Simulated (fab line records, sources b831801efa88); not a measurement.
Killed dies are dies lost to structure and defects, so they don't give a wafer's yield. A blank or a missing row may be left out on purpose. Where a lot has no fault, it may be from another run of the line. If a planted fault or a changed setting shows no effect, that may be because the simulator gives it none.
Matching of chambers ; flow gf180mcu ; GF_V5_ETCH_16 on rie diel-03 has 4 sister chambers
The step etches BARC in N2/H2. 14 wafers are shown with their chamber, then 7 later ones without.

## WAFERS, EACH WITH ITS CHAMBER
wafer;chamber;throttle valve pct (%);chamber pressure mTorr (mTorr);n2 flow sccm (sccm)
L659.1;3;13.061;30.533;99.77
L659.2;2;13.075;30.589;99.90
L659.5;1;13.063;30.592;100.16
L662.2;3;13.074;30.611;100.06
L662.3;1;13.074;30.599;99.79
L662.5;3;13.073;30.607;99.79
L666.1;3;13.067;30.614;100.60
L666.2;1;13.077;30.578;100.00
L666.5;0;13.076;30.614;99.93
L667.2;0;13.079;30.615;99.74
L667.4;3;13.074;30.595;100.12
L667.6;2;13.075;30.611;99.68
L668.3;2;13.069;30.568;99.69
L668.5;3;13.073;30.627;99.53

SIGNATURES (averages over the wafers above)
reading;chamber 0;chamber 1;chamber 2;chamber 3;scatter within a chamber
throttle valve pct;13.07750;13.07133;13.07300;13.07033;0.00526
chamber pressure mTorr;30.61450;30.58967;30.58933;30.59783;0.026
n2 flow sccm;99.8350;99.9833;99.7567;99.9783;0.285
Rule: for a wafer and a chamber, the distance is found by dividing, reading by reading, the gap between the wafer's reading and the chamber's mean by the reading's scatter, squaring, summing and taking the root. The wafer belongs to the nearest chamber; if the next one is less than 2 further off, it can't be placed. How the scatter is found: for the shown wafers, subtract from each reading the mean of its chamber, square and add these, divide the total by (wafers less chambers), then take the root.

## WAFERS WITHOUT THEIR CHAMBER
wafer;throttle valve pct (%);chamber pressure mTorr (mTorr);n2 flow sccm (sccm)
L668.6;13.071;30.583;99.48
L676.2;13.077;30.631;100.05
L676.4;13.083;30.655;100.43
L676.5;13.060;30.562;99.78
L678.2;13.078;30.640;99.66
L678.3;13.083;30.613;100.34
L678.4;13.065;30.544;99.64

## CHAMBER TAKEN BY EACH
wafer;from the rows above;in truth
L668.6;can't be placed: 2 or 1 or 3 or 0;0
L676.2;can't be placed: 0 or 3 or 1 or 2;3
L676.4;can't be placed: 0 or 3 or 1 or 2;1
L676.5;can't be placed: 3 or 1 or 2 or 0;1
L678.2;can't be placed: 0 or 2 or 3 or 1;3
L678.3;can't be placed: 0 or 1 or 3 or 2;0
L678.4;can't be placed: 2 or 1 or 3 or 0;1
Correct placement for 0 of the 7. Not placeable from these rows: 7 (in 7, the candidates include the true chamber). 0 placed wrongly.
